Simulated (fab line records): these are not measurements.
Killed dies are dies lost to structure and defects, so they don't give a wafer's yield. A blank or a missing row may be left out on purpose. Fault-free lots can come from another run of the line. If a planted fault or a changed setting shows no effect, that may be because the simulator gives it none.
fab line records | flow sky130
record lots=6 wafers=18 last-day=50
route steps=708 shown SONOS_ONO@176 GATE_OXIDE@187 POLY_GATE@204 PAD_OPEN@708
lots untouched by any fault: they come from a run of this same line in which no faults occurred
start-h: hours from the record's opening day to when the first of the lot's shown wafers began | wait-h: how many hours have passed since the lot's step before this one | " the same as in the row above | L1.1+2: one row covering several wafers at once | - no value, or no start given | * or withheld: withheld | < > ~ a bound
route shown NAME@n: a module of which the file shows steps, and the number in the route of the first | usual: the fault-free wafers' mean and standard deviation | same: alike in all rows | chamber/n: place in a boat | sites: readings site by site | _std_site: how widely they spread, as a standard deviation | _edge_site: the outer-site mean with the inner-site mean subtracted | radius-mm: how far each site lies from the wafer's centre | mask NAME#n: copy n | behind: tool/chamber where the wafer was last shaped | hold: why the lot went on hold/how many hours it stayed there/how the hold came to an end | device: whichever transistor did not switch (one of n, p or np) | end of line: at the end of the route, the tests of the same wafers | a step given without rows: its recipe and nothing more | killed: count of dies lost to structure and defects at first sort (not the wafer's yield) | map: the dies of a wafer, with x for killed, . for not killed, _ for no die there
set.NAME: the setting the step ran with; set.NAME@STEP: the setting that earlier step ran with | model.NAME: the simulator's own value behind a step, which no gauge read
certain route steps with their lots: each step a table, each wafer a row
services: a tool's chamber out of use, with start hour (start-h, from the record's first day; less than 0 if before it), hours out, and reason
## steps
# step SKY_SONOS_ONO_COAT_08
# recipe resist=NOVOLAK spin-rpm=3000 resist-thk-nm=1140
# step SKY_SONOS_ONO_SOFTBAKE_09
# recipe temp-c=90 time-s=60 resist=NOVOLAK
# step SKY_SONOS_ONO_EXPOSE_10
# recipe mask-id=ONOM target-cd-nm=410 na=0.6 source-shape=conventional sigma-outer=0.6 dose-mj=150
# step SKY_SONOS_ONO_PEB_11
# recipe temp-c=withheld time-s=* resist=NOVOLAK
# step SKY_SONOS_ONO_DEVELOP_12
# recipe develop-time-s=60 dev-temp-c=23
# step SKY_SONOS_ONO_CD_MEAS_13
# recipe target-cd-nm=410
# usual cd-nm=409.3/2.5
# columns lot.wafer tool chamber start-h wait-h cd-nm
L485.1 cd-sem-01 - 289.81 0.1 408.3
L485.2 " - " " 410.2
L485.3 " - " " 406.6
L492.1 cd-sem-02 - 339.24 0.1 406.6
L492.2 " - " " 407.1
L492.5 " - " " 409.3
L496.2 cd-sem-02 - 380.68 0.1 405.7
L496.5 " - " " 404.3
L496.6 " - " " 405.0
L497.2 cd-sem-02 - 382.86 0.1 412.1
L497.4 " - " " 411.0
L497.5 " - " " 413.9
L499.2 cd-sem-02 - 420.86 0.1 409.6
L499.3 " - " " 409.5
L499.6 " - " " 407.1
L505.1 cd-sem-02 - 463.71 0.1 409.2
L505.3 " - " " 411.3
L505.5 " - " " 410.8
# step SKY_SONOS_ONO_OVL_MEAS_14
# usual SONOS_ONO_OVL=-0.8/1.7
# columns lot.wafer tool chamber start-h wait-h SONOS_ONO_OVL[nm]
L485.1 overlay-02 - 289.93 0.1 -4.0
L485.2 " - " " -2.2
L485.3 " - " " -3.0
L492.1 overlay-02 - 339.36 0.1 -1.2
L492.2 " - " " -1.4
L492.5 " - " " -0.5
L496.2 overlay-02 - 380.79 0.1 -1.6
L496.5 " - " " -2.3
L496.6 " - " " -2.7
L497.2 overlay-02 - 382.97 0.1 -0.4
L497.4 " - " " -0.2
L497.5 " - " " -2.6
L499.2 overlay-01 - 420.96 0.1 0.3
L499.3 " - " " -0.6
L499.6 " - " " 0.7
L505.1 overlay-02 - 463.83 0.1 -0.2
L505.3 " - " " -2.7
L505.5 " - " " -2.1
# step SKY_SONOS_ONO_ETCH_15
# recipe target-depth-nm=19.52 chemistry=CHF3/O2 source-w=600 bias-w=200 pressure-mtorr=40 chf3-flow-sccm=50 O2_flow_sccm=5 time-s=7.8
# usual chamber-pressure-mTorr=40.00/0.034 drypump-motor-current-A=5.8/0.42 oes-product-au=1.000/0.0098 throttle-valve-pct=8.823/0.0091
# columns lot.wafer tool chamber start-h wait-h chamber-pressure-mTorr drypump-motor-current-A oes-product-au rf-hours-counter-h throttle-valve-pct
L485.1 rie-diel-01 2 289.97 0.0 39.97 6.0 0.999 105 8.828
L485.2 " 3 " " 40.01 6.2 1.000 0 8.802
L485.3 " 1 " " 39.96 5.7 1.004 7 8.831
L492.1 rie-diel-01 2 339.39 0.0 40.01 6.0 0.993 106 8.829
L492.2 " 3 " " 40.06 6.2 0.991 1 8.826
L492.5 " 3 " " 40.02 6.2 0.992 - 8.822
L496.2 rie-diel-03 3 380.82 0.0 39.96 6.1 0.992 10 8.818
L496.5 " 3 " " 39.97 6.1 0.992 - 8.835
L496.6 " 0 " " 40.04 6.5 1.003 - 8.814
L497.2 rie-diel-01 0 383.00 0.0 40.01 5.4 0.984 41 8.820
L497.4 " 1 " " 40.02 5.7 1.021 8 8.822
L497.5 " 1 " " 39.98 5.7 1.002 - 8.822
L499.2 rie-diel-02 3 420.99 0.0 40.04 5.9 1.012 35 8.821
L499.3 " 0 " " 39.96 5.8 0.995 96 8.810
L499.6 " 3 " " 40.03 5.9 1.003 - 8.824
L505.1 rie-diel-01 2 463.86 0.0 39.95 6.0 0.991 1 8.820
L505.3 " 0 " " 39.99 5.4 0.982 42 8.824
L505.5 " 2 " " 39.99 6.0 0.989 - 8.803
# step SKY_SONOS_ONO_WET_ETCH_16
# recipe chemistry=dHF target-depth-nm=14 dry=n2-spin target=SiO2 dilution=100:1 temp-c=25 time-s=280
# step SKY_SONOS_ONO_STRIP_17
# recipe chemistry=O2/N2 power-w=1400 pressure-mtorr=1500 platen-temp-c=withheld o2-flow-sccm=3000 n2-flow-sccm=300 overash-fraction=0.5
# usual chamber-pressure-mTorr=1500.1/1.4 drypump-motor-current-A=5.8/0.38 oes-product-au=0.709/0.0043 strip-time-to-endpoint-s=14.09/0.047
# columns lot.wafer tool chamber start-h wait-h chamber-pressure-mTorr drypump-motor-current-A oes-product-au rf-hours-counter-h strip-time-to-endpoint-s
L485.1 plasma-asher-03 1 290.07 0.0 1499.5 5.3 0.711 17 14.03
L485.2 " 0 " " 1496.7 6.2 0.712 17 13.98
L485.3 " 1 " " 1502.1 5.3 0.710 - 13.94
L492.1 plasma-asher-04 0 339.52 0.0 1502.0 6.0 0.708 65 14.08
L492.2 " 1 " " 1503.0 5.4 0.704 65 14.07
L492.5 " 1 " " 1500.3 5.4 0.710 - 14.06
L496.2 plasma-asher-03 1 380.92 0.0 1499.8 5.3 0.709 25 14.14
L496.5 " 1 " " 1500.4 5.3 0.708 - 14.08
L496.6 " 0 " " 1502.4 6.2 0.704 - 14.08
L497.2 plasma-asher-02 0 383.10 0.0 1499.7 6.3 0.712 57 14.09
L497.4 " 0 " " 1499.9 6.2 0.717 - 14.10
L497.5 " 1 " " 1498.9 5.6 0.712 - 14.04
L499.2 plasma-asher-02 1 421.11 0.0 1498.7 5.6 0.707 61 14.13
L499.3 " 1 " " 1499.7 5.6 0.712 - 14.15
L499.6 " 1 " " 1498.9 5.6 0.703 - 14.17
L505.1 plasma-asher-02 0 463.97 0.0 1501.6 6.2 0.710 65 14.11
L505.3 " 0 " " 1498.9 6.3 0.708 - 14.12
L505.5 " 1 " " 1500.6 5.6 0.712 - 14.07
# step SKY_SONOS_ONO_WET_ETCH_18
# recipe chemistry=H3PO4 target-depth-nm=15 target=Si3N4 temp-c=160 time-s=172
# step SKY_GATE_OXIDE_CLEAN_00
# recipe chemistry=SC1/SC2 mix=1:4:20 temp-c=70 time-s=150 dry=n2-spin
# step SKY_GATE_OXIDE_OXIDATION_01
# recipe temp-c=900 ambient=O2 stabilise-s=600 purge-s=300 target-thk-a=102.68 ox-time-s=1473
# usual ox-time-s=1473/0 tube_center_temp_C_max=902.3/0.35
# columns lot.wafer tool chamber start-h wait-h ox-time-s tube_center_temp_C_max model.SiO2_of_GATE_OXIDE_OXIDATION_01.thk-nm
L485.1 furnace-02 0 292.32 2.0 1473 901.9 10.37
L485.2 " 0 " " 1473 902.0 10.35
L485.3 " 0 " " 1473 902.3 10.48
L492.1 furnace-01 0 339.73 0.0 1473 903.5 10.28
L492.2 " 0 " " 1473 901.9 10.37
L492.5 " 0 " " 1473 902.9 10.2
L496.2 furnace-02 0 381.63 0.5 1973.8 901.9 12.38
L496.5 " 0 " " 1973.8 902.5 12.57
L496.6 " 0 " " 1973.8 902.3 12.48
L497.2 furnace-02 0 384.29 1.0 1973.8 902.0 12.52
L497.4 " 0 " " 1973.8 902.3 12.56
L497.5 " 0 " " 1973.8 901.9 12.71
L499.2 furnace-01 0 422.42 1.1 1473 902.2 10.5
L499.3 " 0 " " 1473 902.0 10.57
L499.6 " 0 " " 1473 902.5 10.53
L505.1 furnace-01 0 464.79 0.6 1473 902.1 9.826
L505.3 " 0 " " 1473 902.1 9.89
L505.5 " 0 " " 1473 902.3 9.894
# step SKY_GATE_OXIDE_THK_MEAS_02
# recipe reads=SiO2_of_GATE_OXIDE_OXIDATION_01
# usual GATE_OXIDE_OXIDATION_00_THK=10.27/0.19
# columns lot.wafer tool chamber start-h wait-h hold GATE_OXIDE_OXIDATION_00_THK[nm]
L485.1 film-metro-01 - 293.73 0.0 - 10.38
L485.2 " - " " - 10.34
L485.3 " - " " - 10.45
L492.1 film-metro-01 - 341.14 0.0 - 10.27
L492.2 " - " " - 10.34
L492.5 " - " " - 10.23
L496.2 film-metro-02 - 383.05 0.0 await-dispo/0.2h/release 12.36
L496.5 " - " " await-dispo/0.2h/release 12.54
L496.6 " - " " await-dispo/0.2h/release 12.47
L496.2 film-metro-02 - 383.28 0.2 - 12.34
L496.5 " - " " - 12.58
L496.6 " - " " - 12.48
L497.2 film-metro-01 - 385.71 0.0 await-dispo/0.2h/release 12.53
L497.4 " - " " await-dispo/0.2h/release 12.53
L497.5 " - " " await-dispo/0.2h/release 12.67
L497.2 film-metro-01 - 385.94 0.2 - 12.52
L497.4 " - " " - 12.53
L497.5 " - " " - 12.72
L499.2 film-metro-02 - 423.84 0.0 - 10.55
L499.3 " - " " - 10.60
L499.6 " - " " - 10.50
L505.1 film-metro-02 - 466.20 0.0 - 9.84
L505.3 " - " " - 9.91
L505.5 " - " " - 9.94
# step SKY_GATE_OXIDE_HMDS_04
# recipe prime-time-s=60 prime-temp-c=120
# step SKY_GATE_OXIDE_COAT_05
# recipe resist=NOVOLAK spin-rpm=3000 resist-thk-nm=1140
# step SKY_GATE_OXIDE_SOFTBAKE_06
# recipe temp-c=90 time-s=60 resist=NOVOLAK
# step SKY_GATE_OXIDE_EXPOSE_07
# recipe mask-id=LVOM na=0.6 source-shape=conventional sigma-outer=0.6 polarization=unpolarized target-cd-nm=600 dose-mj=170
# step SKY_GATE_OXIDE_PEB_08
# recipe temp-c=withheld time-s=* resist=NOVOLAK
# step SKY_GATE_OXIDE_DEVELOP_09
# recipe resist=NOVOLAK developer=TMAH develop-time-s=60 dev-temp-c=23
# step SKY_GATE_OXIDE_OVL_MEAS_10
# usual GATE_OXIDE_OVL=1.2/1.3
# columns lot.wafer tool chamber start-h wait-h GATE_OXIDE_OVL[nm]
L485.1 overlay-01 - 319.66 0.1 3.1
L485.2 " - " " 2.6
L485.3 " - " " 2.6
L492.1 overlay-02 - 368.61 0.1 1.3
L492.2 " - " " 2.9
L492.5 " - " " 0.3
L496.2 overlay-02 - 412.42 0.1 -0.4
L496.5 " - " " 0.1
L496.6 " - " " 0.1
L497.2 overlay-01 - 415.42 0.1 3.5
L497.4 " - " " 2.6
L497.5 " - " " 1.9
L499.2 overlay-02 - 455.52 0.1 -1.3
L499.3 " - " " 0.2
L499.6 " - " " 0.2
L505.1 overlay-02 - 496.84 0.1 1.0
L505.3 " - " " -0.7
L505.5 " - " " 1.2
# step SKY_GATE_OXIDE_IMPLANT_11
# recipe species=B energy-kev=10 dose-cm2=2.6e+12 tilt-deg=withheld
# step SKY_GATE_OXIDE_WET_ETCH_12
# recipe chemistry=dHF target-depth-nm=16.8 dry=n2-spin target=SiO2 dilution=100:1 temp-c=25 time-s=336
# step SKY_GATE_OXIDE_STRIP_13
# recipe chemistry=O2/N2 power-w=1400 pressure-mtorr=1500 platen-temp-c=withheld o2-flow-sccm=3000 n2-flow-sccm=300 overash-fraction=0.5
# usual chamber-pressure-mTorr=1499.9/1.4 drypump-motor-current-A=5.7/0.56 oes-product-au=0.715/0.0053 strip-time-to-endpoint-s=14.18/0.035
# columns lot.wafer tool chamber start-h wait-h chamber-pressure-mTorr drypump-motor-current-A oes-product-au rf-hours-counter-h strip-time-to-endpoint-s
L485.1 plasma-asher-03 1 319.96 0.0 1500.2 5.4 0.718 19 14.24
L485.2 " 0 " " 1498.1 6.2 0.720 19 14.22
L485.3 " 0 " " 1499.8 6.1 0.722 - 14.23
L492.1 plasma-asher-02 0 368.90 0.0 1497.7 6.2 0.720 55 14.16
L492.2 " 1 " " 1502.4 5.6 0.721 55 14.17
L492.5 " 0 " " 1499.5 6.2 0.712 - 14.20
L496.2 plasma-asher-03 0 412.70 0.0 1499.5 6.2 0.710 28 14.11
L496.5 " 1 " " 1499.0 5.3 0.703 - 14.21
L496.6 " 0 " " 1497.0 6.2 0.702 - 14.16
L497.2 plasma-asher-03 0 415.70 0.0 1501.0 6.2 0.709 28 14.19
L497.4 " 1 " " 1500.1 5.3 0.709 - 14.20
L497.5 " 1 " " 1500.6 5.4 0.719 - 14.19
L499.2 plasma-asher-01 0 455.80 0.0 1499.4 6.3 0.711 76 14.20
L499.3 " 1 " " 1496.0 4.8 0.719 - 14.22
L499.6 " 0 " " 1497.0 6.3 0.713 - 14.20
L505.1 plasma-asher-03 1 497.12 0.0 1500.5 5.3 0.706 33 14.19
L505.3 " 0 " " 1500.6 6.2 0.716 - 14.15
L505.5 " 0 " " 1498.8 6.2 0.725 - 14.20
# step SKY_GATE_OXIDE_TW_MEAS_14
# usual GATE_OXIDE_TW=224.8/1.3
# columns lot.wafer tool chamber start-h wait-h hold GATE_OXIDE_TW
L485.1 film-metro-01 - 320.06 0.1 - 223.6
L485.2 " - " " - 225.9
L485.3 " - " " - 225.2
L492.1 film-metro-04 - 369.00 0.1 - 225.4
L492.2 " - " " - 224.9
L492.5 " - " " - 225.7
L496.2 film-metro-04 - 412.81 0.1 await-dispo/0.2h/release 225.3
L496.5 " - " " await-dispo/0.2h/release 224.9
L496.6 " - " " await-dispo/0.2h/release 224.8
L496.2 film-metro-04 - 413.03 0.2 - 225.8
L496.5 " - " " - 224.3
L496.6 " - " " - 224.8
L497.2 film-metro-02 - 415.81 0.1 await-dispo/0.2h/release 224.4
L497.4 " - " " await-dispo/0.2h/release 224.1
L497.5 " - " " await-dispo/0.2h/release 223.4
L497.2 film-metro-02 - 416.12 0.3 - 223.5
L497.4 " - " " - 223.5
L497.5 " - " " - 224.4
L499.2 film-metro-01 - 455.91 0.1 - 225.6
L499.3 " - " " - 226.1
L499.6 " - " " - 226.5
L505.1 film-metro-02 - 497.22 0.1 - 223.0
L505.3 " - " " - 224.0
L505.5 " - " " - 224.0
# step SKY_GATE_OXIDE_OXIDATION_16
# recipe temp-c=800 ambient=O2 idle-temp-c=700 ramp-up-c-per-min=10 ramp-down-c-per-min=3 stabilise-s=600 purge-s=300 target-thk-a=35.7 ox-time-s=1915
# usual ox-time-s=1915/0 tube_center_temp_C_max=802.1/0.33
# columns lot.wafer tool chamber start-h wait-h ox-time-s tube_center_temp_C_max model.SiO2_of_GATE_OXIDE_OXIDATION_01.thk-nm
L485.1 furnace-01 0 321.13 1.0 1915 802.2 11.7
L485.2 " 0 " " 1915 802.2 11.69
L485.3 " 0 " " 1915 801.7 11.82
L492.1 furnace-01 0 371.78 2.7 1915 801.8 11.6
L492.2 " 0 " " 1915 801.8 11.7
L492.5 " 0 " " 1915 802.2 11.55
L496.2 furnace-02 0 416.01 0.5 1915 802.3 13.64
L496.5 " 0 " " 1915 802.3 13.79
L496.6 " 0 " " 1915 802.2 13.67
L497.2 furnace-01 0 417.77 0.0 1915 802.1 13.75
L497.4 " 0 " " 1915 802.0 13.77
L497.5 " 0 " " 1915 802.5 13.92
L499.2 furnace-01 0 456.01 0.0 1915 802.9 11.83
L499.3 " 0 " " 1915 801.9 11.9
L499.6 " 0 " " 1915 802.1 11.86
L505.1 furnace-02 0 497.74 0.4 1915 802.1 11.19
L505.3 " 0 " " 1915 801.9 11.26
L505.5 " 0 " " 1915 801.6 11.27
# step SKY_POLY_GATE_CVD_00
# recipe material=poly-Si target-thk-nm=180 temp-c=620 time-s=720 pressure-mtorr=200
# step SKY_PAD_OPEN_PROBE_99
# usual killed_at_M0_to_M3=44/6.3 killed_at_M4_up=2.8/1.7 killed-at-contacts=25/5.8 killed-at-front-end=14/4.4 killed-at-other=0.3/0.49 killed-dies=86/8.7 killed-open=48/5.8 killed-short=38/6
# same gross-dies=492 killed-at-back-side=0
# columns lot.wafer tool chamber start-h wait-h killed_at_M0_to_M3 killed_at_M4_up killed-at-contacts killed-at-front-end killed-at-other killed-dies killed-open killed-short model.etest.nfet_16v.r-on-ohm-um model.etest.pfet_16v.r-on-ohm-um model.etest.tip-sonos.rs-ohm-sq model.etest.pfet-g5v0d10v5.r-on-ohm-um model.etest.nfet-g5v0d10v5.r-on-ohm-um model.etest.nfet-g5v0d10v5.drive-ua-um model.etest.nfet_05v0_nvt.drive-ua-um model.etest.pfet-g5v0d10v5.drive-ua-um
L485.1 prober-02 - 1086.34 0.1 52 3 23 12 1 91 42 49 1.408e+04 1.512e+04 2811 4800 1895 603.4 574.8 336.8
L485.2 prober-02 - 1086.39 0.1 49 3 23 6 1 82 46 36 1.407e+04 1.503e+04 2795 4808 1886 603.7 575.9 338.1
L485.3 prober-02 - 1086.44 0.2 48 2 20 25 0 95 59 36 1.424e+04 1.548e+04 2861 4861 1908 595.3 569.2 332.3
L492.1 prober-02 - 1124.46 0.1 42 3 29 15 1 90 57 33 1.399e+04 1.484e+04 2607 4752 1865 608.4 580.3 343.7
L492.2 prober-02 - 1124.51 0.1 49 1 17 20 0 87 50 37 1.413e+04 1.489e+04 2658 4722 1866 605.2 575.3 346.4
L492.5 prober-02 - 1124.66 0.2 39 3 37 15 0 94 43 51 1.408e+04 1.494e+04 2602 4757 1876 611.7 582.7 342.9
L496.2 prober-02 - 1146.81 0.1 40 0 27 6 0 73 39 34 1.533e+04 1.54e+04 3170 5129 2064 523 506.4 304.6
L496.5 prober-02 - 1146.96 0.2 28 5 24 10 1 68 32 36 1.547e+04 1.596e+04 3252 5110 2078 514.1 498.6 307.4
L496.6 prober-02 - 1147.01 0.2 42 4 24 14 1 85 50 35 1.539e+04 1.553e+04 3306 5184 2050 521.4 503.5 302.4
L497.2 prober-01 - 1147.96 0.1 56 3 23 13 0 95 57 38 1.537e+04 1.598e+04 3106 5217 2100 509.9 498.1 296.5
L497.4 prober-01 - 1148.06 0.2 49 1 28 10 0 88 52 36 1.525e+04 1.6e+04 3130 5216 2113 509.4 488.3 298.4
L497.5 prober-01 - 1148.11 0.2 52 8 20 20 1 101 57 44 1.54e+04 1.597e+04 3154 5259 2108 508.1 487.6 296.9
L499.2 prober-01 - 1173.32 0.1 41 4 18 8 0 71 39 32 1.43e+04 1.523e+04 2751 4779 1890 594.8 568.4 339.5
L499.3 prober-01 - 1173.37 0.2 41 4 29 20 1 95 53 42 1.413e+04 1.517e+04 2748 4768 1890 589.8 565.4 335.5
L499.6 prober-01 - 1173.52 0.2 46 4 29 7 0 86 50 36 1.422e+04 1.522e+04 2770 4782 1905 592.9 570.2 339.8
L505.1 prober-02 - 1195.46 0.1 48 2 25 10 0 85 43 42 1.379e+04 1.553e+04 2581 4662 1850 628 598.7 350.6
L505.3 prober-02 - 1195.56 0.2 41 3 19 13 1 77 44 33 1.367e+04 1.51e+04 2599 4726 1842 625.8 585.8 343.4
L505.5 prober-02 - 1195.66 0.2 45 4 27 12 0 88 47 41 1.374e+04 1.514e+04 2595 4666 1852 623.9 590.9 346.6
# killed by level:class
L485.1 VIA1:geometric-particle:open=11 METAL1:geometric-particle:short=8 CONTACT:geometric-particle:short=8 VIA3:geometric-particle:open=8 VIA1:geometric-particle:short=7 CONTACT:geometric-particle:open=6 POLY_GATE:geometric-particle:short=4 METAL2:geometric-particle:short=4
L485.2 VIA1:geometric-particle:open=14 LI_CONTACT:geometric-particle:open=8 CONTACT:geometric-particle:open=8 METAL1:geometric-particle:short=8 VIA1:geometric-particle:short=6 VIA2:geometric-particle:short=4 VIA2:geometric-particle:open=4 LOCAL_INTERCONNECT:geometric-particle:short=3
L485.3 VIA1:geometric-particle:open=10 CONTACT:geometric-particle:open=8 VIA3:geometric-particle:open=7 VIA2:geometric-particle:open=7 LI_CONTACT:geometric-particle:open=6 POLY_GATE:geometric-particle:open=5 VIA1:geometric-particle:short=5 FIELD_ISO:geometric-particle:short=4
L492.1 CONTACT:geometric-particle:open=15 VIA1:geometric-particle:open=8 VIA2:geometric-particle:open=6 VIA3:geometric-particle:open=6 LI_CONTACT:geometric-particle:open=5 METAL2:geometric-particle:short=5 FIELD_ISO:geometric-particle:open=4 POLY_GATE:geometric-particle:open=4
L492.2 VIA3:geometric-particle:open=11 METAL2:geometric-particle:short=9 VIA2:geometric-particle:open=8 FIELD_ISO:geometric-particle:short=7 LI_CONTACT:geometric-particle:open=7 FIELD_ISO:geometric-particle:open=6 VIA1:geometric-particle:open=6 CONTACT:geometric-particle:open=4
L492.5 LI_CONTACT:geometric-particle:open=12 CONTACT:geometric-particle:open=11 VIA1:geometric-particle:open=8 CONTACT:geometric-particle:short=7 LOCAL_INTERCONNECT:geometric-particle:short=6 VIA2:geometric-particle:short=5 VIA3:geometric-particle:open=5 FIELD_ISO:geometric-particle:short=4
L496.2 VIA1:geometric-particle:open=8 LI_CONTACT:geometric-particle:open=7 CONTACT:geometric-particle:short=7 CONTACT:geometric-particle:open=6 VIA3:geometric-particle:open=6 VIA2:geometric-particle:open=5 METAL1:geometric-particle:short=5 LI_CONTACT:geometric-particle:short=4
L496.5 VIA1:geometric-particle:open=8 CONTACT:geometric-particle:short=7 CONTACT:geometric-particle:open=7 LI_CONTACT:geometric-particle:open=6 VIA1:geometric-particle:short=4 METAL4:geometric-particle:short=4 FIELD_ISO:geometric-particle:short=3 METAL2:geometric-particle:short=3
L496.6 VIA1:geometric-particle:open=16 VIA3:geometric-particle:open=7 LI_CONTACT:geometric-particle:open=6 LOCAL_INTERCONNECT:geometric-particle:short=6 VIA2:geometric-particle:open=6 CONTACT:geometric-particle:open=5 FIELD_ISO:geometric-particle:open=4 METAL4:geometric-particle:short=4
L497.2 VIA1:geometric-particle:open=15 VIA3:geometric-particle:open=11 CONTACT:geometric-particle:open=9 LI_CONTACT:geometric-particle:open=7 VIA1:geometric-particle:short=7 VIA2:geometric-particle:open=6 METAL2:geometric-particle:short=5 METAL1:geometric-particle:short=4
L497.4 VIA1:geometric-particle:open=17 CONTACT:geometric-particle:open=13 VIA3:geometric-particle:open=7 LOCAL_INTERCONNECT:geometric-particle:short=6 METAL2:geometric-particle:short=6 CONTACT:geometric-particle:short=5 VIA1:geometric-particle:short=4 VIA2:geometric-particle:open=4
L497.5 VIA1:geometric-particle:open=17 VIA3:geometric-particle:open=11 POLY_GATE:geometric-particle:short=8 LOCAL_INTERCONNECT:geometric-particle:short=7 VIA3:geometric-particle:short=6 CONTACT:geometric-particle:open=5 FIELD_ISO:geometric-particle:short=4 VIA2:geometric-particle:open=4
L499.2 VIA1:geometric-particle:open=10 CONTACT:geometric-particle:open=8 VIA3:geometric-particle:open=8 VIA1:geometric-particle:short=6 VIA2:geometric-particle:open=5 CONTACT:geometric-particle:short=5 METAL1:geometric-particle:short=4 LI_CONTACT:geometric-particle:open=3
L499.3 CONTACT:geometric-particle:open=14 VIA2:geometric-particle:open=9 VIA1:geometric-particle:open=8 POLY_GATE:geometric-particle:open=5 LI_CONTACT:geometric-particle:open=5 METAL2:geometric-particle:short=5 POLY_GATE:geometric-particle:short=4 SPACER:geometric-particle:open=4
L499.6 VIA3:geometric-particle:open=15 CONTACT:geometric-particle:open=13 VIA1:geometric-particle:open=7 LI_CONTACT:geometric-particle:open=6 METAL1:geometric-particle:short=6 VIA3:geometric-particle:short=6 CONTACT:geometric-particle:short=5 LOCAL_INTERCONNECT:geometric-particle:short=3
L505.1 VIA1:geometric-particle:open=13 CONTACT:geometric-particle:open=9 LOCAL_INTERCONNECT:geometric-particle:short=6 CONTACT:geometric-particle:short=6 METAL2:geometric-particle:short=6 VIA2:geometric-particle:open=5 METAL3:geometric-particle:short=5 LI_CONTACT:geometric-particle:open=4
L505.3 VIA3:geometric-particle:open=9 VIA1:geometric-particle:open=8 VIA2:geometric-particle:open=7 CONTACT:geometric-particle:open=6 LI_CONTACT:geometric-particle:open=5 VIA1:geometric-particle:short=5 POLY_GATE:geometric-particle:short=4 CONTACT:geometric-particle:short=4
L505.5 CONTACT:geometric-particle:open=13 VIA1:geometric-particle:open=9 VIA3:geometric-particle:open=9 CONTACT:geometric-particle:short=7 METAL1:geometric-particle:short=5 VIA1:geometric-particle:short=5 VIA3:geometric-particle:short=5 FIELD_ISO:geometric-particle:short=4
## services
# columns tool chamber start-h hours kind
rie-diel-03 3 272.70 15.0 repair
rie-diel-03 - 274.49 0.9 repair
furnace-02 - 276.26 4.9 pm
rie-diel-03 0 277.25 14.4 repair
rie-diel-03 2 281.60 7.2 repair
furnace-01 - 282.76 3.7 pm
plasma-asher-03 - 295.94 4.4 repair
plasma-asher-02 - 300.83 0.4 repair
rie-diel-03 - 315.33 1.6 repair
plasma-asher-03 - 315.81 4.0 repair
plasma-asher-02 - 332.70 3.2 repair
plasma-asher-04 - 345.66 15.6 pm
rie-diel-02 2 356.92 3.5 repair
rie-diel-03 - 366.50 1.4 repair
plasma-asher-03 - 367.16 9.7 repair
furnace-02 - 374.74 3.1 pm
furnace-01 - 406.63 2.8 pm
rie-diel-01 3 413.50 16.5 repair
plasma-asher-02 - 432.04 2.8 pm
rie-diel-01 - 439.97 1.0 repair
furnace-02 - 443.21 4.4 pm
furnace-01 - 450.23 4.2 pm
plasma-asher-03 - 454.56 19.3 repair
plasma-asher-03 - 473.83 14.6 pm
## key
first-sign step=SKY_GATE_OXIDE_OXIDATION_01 reading=ox-time-s direction=up sigmas=99+ usual=* struck=*
effect step=SKY_GATE_OXIDE_THK_MEAS_02 reading=visit direction=added
effect step=SKY_GATE_OXIDE_THK_MEAS_02 reading=GATE_OXIDE_OXIDATION_00_THK direction=up sigmas=12 usual=10.27 struck=12.52
effect step=SKY_GATE_OXIDE_TW_MEAS_14 reading=visit direction=added
model-effect step=SKY_GATE_OXIDE_OXIDATION_01 value=SiO2_of_GATE_OXIDE_OXIDATION_01.thk-nm without=10.22 struck=12.54
model-effect step=SKY_GATE_OXIDE_OXIDATION_16 value=SiO2_of_GATE_OXIDE_OXIDATION_01.thk-nm without=11.59 struck=13.75
model-effect step=SKY_PAD_OPEN_PROBE_99 value=etest.nfet_16v.r-on-ohm-um without=1.417e+04 struck=1.537e+04
met-at SKY_GATE_OXIDE_OXIDATION_01
struck-wafers L496.2,L496.5,L496.6,L497.2,L497.4,L497.5
tester-left-out L496,L497
fault kind=process-parameter-drift tool=furnace-02 chamber=- onset-h=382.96 steps=SKY_GATE_OXIDE_OXIDATION_01 channel=ox-time-s offset=* shape=step end-h=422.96 acts-in=* stated=*
# tester-left-out: of these lots the tester's yield and bins aren't shown, on N5 and GAA mostly nor the transistor test; their killed dies are dies lost to structure and defects alone, not to doping, threshold or leakage, so they don't give the yield
